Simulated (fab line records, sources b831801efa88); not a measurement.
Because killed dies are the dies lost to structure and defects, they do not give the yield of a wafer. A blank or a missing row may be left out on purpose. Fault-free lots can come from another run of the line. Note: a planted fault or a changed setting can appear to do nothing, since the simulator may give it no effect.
Which tool did it? / flow sfq line / at 1 step of a route of 325, 14 lots with 42 wafers sampled

## WHAT EACH GAUGE READ, for each wafer
Not one reading of a measure or inspect step in the record can be checked against a usual standard deviation.

## TOOL THAT RAN EACH LOT (tool first, then ch and the chambers of the sampled wafers, then the start)
lot=L958; SFQ_TRILAYER_M4_DEP_SPUTTER_091=pvd sputter-03, day 34 08:14
lot=L959; SFQ_TRILAYER_M4_DEP_SPUTTER_091=pvd sputter-05, day 34 20:22
lot=L961; SFQ_TRILAYER_M4_DEP_SPUTTER_091=pvd sputter-06, day 35 02:08
lot=L962; SFQ_TRILAYER_M4_DEP_SPUTTER_091=pvd sputter-03, day 36 21:16
lot=L963; SFQ_TRILAYER_M4_DEP_SPUTTER_091=pvd sputter-06, day 37 03:59
lot=L964; SFQ_TRILAYER_M4_DEP_SPUTTER_091=pvd sputter-06, day 37 14:58
lot=L965; SFQ_TRILAYER_M4_DEP_SPUTTER_091=pvd sputter-06, day 37 22:04
lot=L970; SFQ_TRILAYER_M4_DEP_SPUTTER_091=pvd sputter-03, day 42 02:35
lot=L971; SFQ_TRILAYER_M4_DEP_SPUTTER_091=pvd sputter-03, day 48 05:55
lot=L972; SFQ_TRILAYER_M4_DEP_SPUTTER_091=pvd sputter-05, day 48 10:07
lot=L975; SFQ_TRILAYER_M4_DEP_SPUTTER_091=pvd sputter-03, day 48 15:31
lot=L976; SFQ_TRILAYER_M4_DEP_SPUTTER_091=pvd sputter-05, day 48 18:55
lot=L977; SFQ_TRILAYER_M4_DEP_SPUTTER_091=pvd sputter-06, day 48 21:19
lot=L978; SFQ_TRILAYER_M4_DEP_SPUTTER_091=pvd sputter-05, day 48 23:43
- SFQ_TRILAYER_M4_DEP_SPUTTER_091: material Nb, target thk 200 nm, time 133.3 s.

## WHAT THE TOOLS THEMSELVES READ (means of the sampled wafers that have a number; where no wafer has one, the mark that the record gives instead)
SFQ_TRILAYER_M4_DEP_SPUTTER_091. Usual: chamber pressure pa 0.13332 Pa, standard deviation 0.00025; throttle valve pct 29.5 %, standard deviation 1.3.
lot=L958; tool=pvd sputter-03; chamber pressure pa (Pa)=0.13327; throttle valve pct (%)=30.4; flag=
lot=L959; tool=pvd sputter-05; chamber pressure pa (Pa)=0.13337; throttle valve pct (%)=29.6; flag=
lot=L961; tool=pvd sputter-06; chamber pressure pa (Pa)=0.13329; throttle valve pct (%)=29.7; flag=
lot=L962; tool=pvd sputter-03; chamber pressure pa (Pa)=0.13316; throttle valve pct (%)=29.2; flag=
lot=L963; tool=pvd sputter-06; chamber pressure pa (Pa)=0.13346; throttle valve pct (%)=28.8; flag=
lot=L964; tool=pvd sputter-06; chamber pressure pa (Pa)=0.13883; throttle valve pct (%)=28.1; flag=OFF
lot=L965; tool=pvd sputter-06; chamber pressure pa (Pa)=0.13910; throttle valve pct (%)=28.4; flag=OFF
lot=L970; tool=pvd sputter-03; chamber pressure pa (Pa)=0.13356; throttle valve pct (%)=28.4; flag=
lot=L971; tool=pvd sputter-03; chamber pressure pa (Pa)=0.13323; throttle valve pct (%)=29.6; flag=
lot=L972; tool=pvd sputter-05; chamber pressure pa (Pa)=0.13338; throttle valve pct (%)=28.9; flag=
lot=L975; tool=pvd sputter-03; chamber pressure pa (Pa)=0.13304; throttle valve pct (%)=29.2; flag=
lot=L976; tool=pvd sputter-05; chamber pressure pa (Pa)=0.13316; throttle valve pct (%)=29.7; flag=
lot=L977; tool=pvd sputter-06; chamber pressure pa (Pa)=0.13330; throttle valve pct (%)=28.9; flag=
lot=L978; tool=pvd sputter-05; chamber pressure pa (Pa)=0.13351; throttle valve pct (%)=30.0; flag=

## THE ANSWER, worked out from the rows above alone
Rule: lot off if the mean of its wafers having a number is beyond 3 standard deviations from the usual mean. Also off: a lot with no number at a reading for which 4 or more lots have one. All remaining lots with rows at the step are treated as sound. After the gauges, taken in route order, come the tools' own readings; for these a lot's mean is taken, as printed above. At the first step where some lot is off, the reading lying furthest off is the one used; lots without a number count as furthest.
Off: L964, L965 (SFQ_TRILAYER_M4_DEP_SPUTTER_091, chamber pressure pa).
If a tool, at that step or one of the process steps before it, ran each lot that is off and ran no sound lot following the first of them, it fits. None of those tried fits.

## WHAT WAS PUT IN BY THE SIMULATOR
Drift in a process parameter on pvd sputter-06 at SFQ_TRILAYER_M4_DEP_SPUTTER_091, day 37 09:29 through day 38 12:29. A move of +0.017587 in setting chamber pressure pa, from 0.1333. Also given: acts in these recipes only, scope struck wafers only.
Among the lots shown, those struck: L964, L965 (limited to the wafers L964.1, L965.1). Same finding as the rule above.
